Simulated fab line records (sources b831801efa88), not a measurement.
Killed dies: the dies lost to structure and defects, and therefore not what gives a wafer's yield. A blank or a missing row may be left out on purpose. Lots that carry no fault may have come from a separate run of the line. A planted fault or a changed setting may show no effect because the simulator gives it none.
Which tool was responsible? + flow sky130 + 33 wafers from 11 lots sampled at 6 of the route's 708 steps

== WHAT THE GAUGES SHOWED, per wafer ==
No reading from a measuring or inspecting step in the record can be judged against a usual standard deviation.

== WHAT TOOL EACH LOT RAN ON (gives the tool, then ch and the chambers of the sampled wafers, and finally the start) ==
| lot  | SKY_METAL1_SPUTTER_00        | SKY_METAL1_ETCH_18                | SKY_METAL1_STRIP_20                  | SKY_VIA1_CMP_02               | SKY_VIA1_ETCH_15                   | SKY_PAD_OPEN_PROBE_99   |
|------|------------------------------|-----------------------------------|--------------------------------------|-------------------------------|------------------------------------|-------------------------|
| L104 | pvd-sputter-02, day 32 02:39 | rie-metal-02 ch 0,1, day 33 06:04 | plasma-asher-02 ch 0,1, day 33 06:13 | cmp-01 ch 0,2, day 33 07:05   | rie-diel-03 ch 1,2,3, day 34 09:42 | prober-02, day 46 09:01 |
| L109 | pvd-sputter-02, day 33 20:10 | rie-metal-04 ch 0,1, day 34 23:13 | plasma-asher-04 ch 0,1, day 34 23:23 | cmp-02 ch 0,2, day 35 00:08   | rie-diel-01 ch 0,2, day 36 02:36   | prober-01, day 47 12:53 |
| L112 | pvd-sputter-03, day 34 14:30 | rie-metal-04 ch 0,1, day 35 17:13 | plasma-asher-01 ch 0,1, day 35 17:23 | cmp-01 ch 0,1,2, day 35 18:17 | rie-diel-03 ch 0,1,3, day 36 20:47 | prober-02, day 48 01:31 |
| L116 | pvd-sputter-01, day 36 01:48 | rie-metal-04 ch 0,1, day 37 03:29 | plasma-asher-01 ch 0,1, day 37 03:38 | cmp-02 ch 0,1,2, day 37 04:28 | rie-diel-03 ch 0,1,3, day 38 07:09 | prober-01, day 49 03:56 |
| L117 | pvd-sputter-03, day 36 11:51 | rie-metal-04 ch 0,1, day 37 14:55 | plasma-asher-01 ch 0,1, day 37 15:05 | cmp-01 ch 0,2,3, day 37 15:59 | rie-diel-01 ch 1,2,3, day 38 17:22 | prober-02, day 49 09:29 |
| L118 | pvd-sputter-03, day 36 20:26 | rie-metal-02 ch 0,1, day 37 23:31 | plasma-asher-02 ch 0,1, day 37 23:43 | cmp-02 ch 0,1,3, day 38 00:29 | rie-diel-01 ch 0,1,2, day 39 02:09 | prober-02, day 49 16:46 |
| L119 | pvd-sputter-01, day 37 07:26 | rie-metal-03 ch 0, day 38 10:19   | plasma-asher-02 ch 0,1, day 38 10:42 | cmp-01 ch 1,2, day 38 11:35   | rie-diel-01 ch 0,1, day 39 13:06   | prober-02, day 50 01:07 |
| L120 | pvd-sputter-03, day 37 07:31 | rie-metal-02 ch 1, day 38 10:22   | plasma-asher-01 ch 0,1, day 38 10:31 | cmp-01 ch 2,3, day 38 11:17   | rie-diel-02 ch 0,3, day 39 12:49   | prober-01, day 49 23:37 |
| L123 | pvd-sputter-01, day 38 15:04 | rie-metal-03 ch 0,1, day 39 16:28 | plasma-asher-04 ch 0,1, day 39 16:37 | cmp-02 ch 0,1,3, day 39 17:26 | rie-diel-01 ch 1,2, day 40 18:26   | prober-01, day 50 19:50 |
| L126 | pvd-sputter-01, day 39 01:10 | rie-metal-03 ch 0,1, day 40 02:55 | plasma-asher-04 ch 0,1, day 40 03:04 | cmp-01 ch 0,1,3, day 40 03:59 | rie-diel-02 ch 0,2, day 41 05:00   | prober-01, day 51 04:37 |
| L124 | pvd-sputter-02, day 39 02:10 | rie-metal-02 ch 0,1, day 40 03:29 | plasma-asher-04 ch 0,1, day 40 03:38 | cmp-01 ch 1,3, day 40 04:32   | rie-diel-01 ch 0,2, day 41 05:07   | prober-02, day 51 03:10 |
- SKY_METAL1_SPUTTER_00: material Ti, target thk 15 nm, time 10 s.
- SKY_METAL1_ETCH_18: etches BARC in N2/H2, stops on SiO2, time 45.9 s, target depth 60 nm.
- SKY_METAL1_STRIP_20: strips in O2/N2.
- SKY_VIA1_CMP_02: polishes SiO2.
- SKY_VIA1_ETCH_15: etches SiO2 in C4F8/O2/Ar, stops on TiN, target depth 351 nm, time 54 s.
- SKY_PAD_OPEN_PROBE_99

== AS READ BY THE TOOLS THEMSELVES (means over the sampled wafers that have a number; for cases with no such wafer, the mark the record gives instead) ==
SKY_METAL1_SPUTTER_00.
| lot  | tool           | cathode-dc-power-W (W) | throttle-valve-pct (%) |
|------|----------------|------------------------|------------------------|
| L104 | pvd-sputter-02 | 3000.1                 | 29.5                   |
| L109 | pvd-sputter-02 | 3000.4                 | 29.5                   |
| L112 | pvd-sputter-03 | 2999.5                 | 29.7                   |
| L116 | pvd-sputter-01 | 3000.5                 | 30.8                   |
| L117 | pvd-sputter-03 | 3000.6                 | 29.8                   |
| L118 | pvd-sputter-03 | 3000.7                 | 29.7                   |
| L119 | pvd-sputter-01 | 3000.0                 | 30.3                   |
| L120 | pvd-sputter-03 | 3000.5                 | 30.3                   |
| L123 | pvd-sputter-01 | 2999.6                 | 30.3                   |
| L126 | pvd-sputter-01 | 2999.9                 | 30.3                   |
| L124 | pvd-sputter-02 | 3000.4                 | 29.3                   |

SKY_METAL1_ETCH_18.
| lot  | tool         | drypump-motor-current-A (A) | he-backside-leak-sccm (sccm) | oes-product-au (a.u.) | throttle-valve-pct (%) |
|------|--------------|-----------------------------|------------------------------|-----------------------|------------------------|
| L104 | rie-metal-02 | 5.1                         | 3.1                          | 0.850                 | 13.226                 |
| L109 | rie-metal-04 | 5.8                         | 3.2                          | 0.852                 | 13.220                 |
| L112 | rie-metal-04 | 5.3                         | 3.1                          | 0.851                 | 13.231                 |
| L116 | rie-metal-04 | 5.3                         | 3.2                          | 0.814                 | 13.235                 |
| L117 | rie-metal-04 | 5.8                         | 3.2                          | 0.768                 | 13.218                 |
| L118 | rie-metal-02 | 5.0                         | 3.2                          | 0.860                 | 13.219                 |
| L119 | rie-metal-03 | 5.4                         | 3.0                          | 0.851                 | 13.232                 |
| L120 | rie-metal-02 | 4.9                         | 3.1                          | 0.852                 | 13.231                 |
| L123 | rie-metal-03 | 5.6                         | 3.3                          | 0.858                 | 13.220                 |
| L126 | rie-metal-03 | 5.9                         | 3.4                          | 0.855                 | 13.222                 |
| L124 | rie-metal-02 | 5.1                         | 3.2                          | 0.849                 | 13.220                 |

SKY_METAL1_STRIP_20.
| lot  | tool            | drypump-motor-current-A (A) | oes-product-au (a.u.) | strip-time-to-endpoint-s (s) |
|------|-----------------|-----------------------------|-----------------------|------------------------------|
| L104 | plasma-asher-02 | 5.7                         | 0.344                 | 2.68                         |
| L109 | plasma-asher-04 | 5.9                         | 0.340                 | 2.70                         |
| L112 | plasma-asher-01 | 6.0                         | 0.344                 | 2.71                         |
| L116 | plasma-asher-01 | 5.8                         | 0.345                 | 2.74                         |
| L117 | plasma-asher-01 | 6.0                         | 0.351                 | 2.85                         |
| L118 | plasma-asher-02 | 5.3                         | 0.343                 | 2.71                         |
| L119 | plasma-asher-02 | 5.3                         | 0.342                 | 2.62                         |
| L120 | plasma-asher-01 | 6.0                         | 0.344                 | 2.70                         |
| L123 | plasma-asher-04 | 5.9                         | 0.341                 | 2.63                         |
| L126 | plasma-asher-04 | 5.8                         | 0.343                 | 2.64                         |
| L124 | plasma-asher-04 | 5.9                         | 0.344                 | 2.68                         |

SKY_VIA1_CMP_02.
| lot  | tool   | edge-zone-pressure-frac | motor-current-A (A) |
|------|--------|-------------------------|---------------------|
| L104 | cmp-01 | 1.002                   | 12.3                |
| L109 | cmp-02 | 1.008                   | 12.4                |
| L112 | cmp-01 | 1.007                   | 12.5                |
| L116 | cmp-02 | 0.999                   | 12.5                |
| L117 | cmp-01 | 0.999                   | 12.2                |
| L118 | cmp-02 | 0.999                   | 11.6                |
| L119 | cmp-01 | 1.002                   | 11.8                |
| L120 | cmp-01 | 1.003                   | 12.4                |
| L123 | cmp-02 | 1.003                   | 11.6                |
| L126 | cmp-01 | 1.000                   | 11.9                |
| L124 | cmp-01 | 1.002                   | 11.5                |

SKY_VIA1_ETCH_15.
| lot  | tool        | oes-product-au (a.u.) |
|------|-------------|-----------------------|
| L104 | rie-diel-03 | 0.978                 |
| L109 | rie-diel-01 | 0.983                 |
| L112 | rie-diel-03 | 0.980                 |
| L116 | rie-diel-03 | 0.982                 |
| L117 | rie-diel-01 | 0.986                 |
| L118 | rie-diel-01 | 0.984                 |
| L119 | rie-diel-01 | 0.979                 |
| L120 | rie-diel-02 | 0.985                 |
| L123 | rie-diel-01 | 0.983                 |
| L126 | rie-diel-02 | 0.977                 |
| L124 | rie-diel-01 | 0.983                 |

SKY_PAD_OPEN_PROBE_99.
| lot  | tool      | defect-limited-yield (%) | killed_at_M0_to_M3 | killed_at_M4_up | killed-at-contacts | killed-at-front-end | killed-at-other | killed-dies | killed-open | killed-short |
|------|-----------|--------------------------|--------------------|-----------------|--------------------|---------------------|-----------------|-------------|-------------|--------------|
| L104 | prober-02 | 81.8                     | 43                 | 4.0             | 25                 | 17                  | 0.0             | 89          | 49          | 40           |
| L109 | prober-01 | 81.8                     | 46                 | 5.7             | 24                 | 14                  | 0.0             | 90          | 51          | 38           |
| L112 | prober-02 | 82.8                     | 38                 | 3.7             | 30                 | 13                  | 0.3             | 85          | 42          | 42           |
| L116 | prober-01 | 81.6                     | 45                 | 2.7             | 27                 | 15                  | 0.0             | 90          | 44          | 44           |
| L117 | prober-02 | 83.0                     | 42                 | 1.3             | 23                 | 16                  | 1.3             | 84          | 46          | 37           |
| L118 | prober-02 | 82.2                     | 49                 | 3.3             | 21                 | 14                  | 0.7             | 88          | 48          | 38           |
| L119 | prober-02 | 82.6                     | 43                 | 2.7             | 25                 | 14                  | 0.3             | 86          | 46          | 38           |
| L120 | prober-01 | 81.3                     | 51                 | 4.3             | 24                 | 12                  | 0.3             | 92          | 46          | 46           |
| L123 | prober-01 | 81.9                     | 46                 | 2.3             | 27                 | 13                  | 0.7             | 89          | 47          | 41           |
| L126 | prober-01 | 82.3                     | 42                 | 2.0             | 29                 | 14                  | 0.3             | 87          | 43          | 44           |
| L124 | prober-02 | 82.3                     | 44                 | 2.3             | 24                 | 17                  | 0.0             | 87          | 50          | 37           |

== THE ANSWER, worked out from the rows above alone ==
Rule: usual is defined by the lots themselves. The widest of any qualifying gaps counts: lots, ordered by their means at a reading, are off when they make up no more than a third of the lots, leave a main group of 4 or more, and stand apart from it by 3 or more times the standard deviation of that group's means. If all means in a main group match to the digits the tables above print for the reading, that group is not used. A lot without any number at a reading at which 4 lots or more have one is off too. Where the step has rows for the other lots, those lots are counted as sound. Order of review: gauges by route order, followed by the tools' own readings, for which a lot's mean as printed above is used. The first step at which some lot is off is used, and at that step the reading that is off furthest; a lot without a number counts as furthest.
Off: L116, L117, at SKY_METAL1_ETCH_18 (oes-product-au). Mean 0.853 a.u. and standard deviation 0.0035 in the main group.
If a tool, at that step or one of the process steps before it, ran each lot that is off and ran no sound lot following the first of them, it fits. One fits: rie-metal-04 at SKY_METAL1_ETCH_18. A fault onset in the window from L112 (day 35 17:13, its last sound lot) to L116 (day 37 03:29, its first lot off) fits.
On the lots that are off, the tool's own readings at SKY_METAL1_ETCH_18 differ by more than 5 times the standard deviation of the sound lots' means, which bears it out; oes-product-au reads 0.791 a.u. there versus 0.853 a.u. on the sound lots.

== WHAT WAS PUT IN BY THE SIMULATOR ==
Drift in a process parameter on rie-metal-04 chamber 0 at SKY_METAL1_ETCH_18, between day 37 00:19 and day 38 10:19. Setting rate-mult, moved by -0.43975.
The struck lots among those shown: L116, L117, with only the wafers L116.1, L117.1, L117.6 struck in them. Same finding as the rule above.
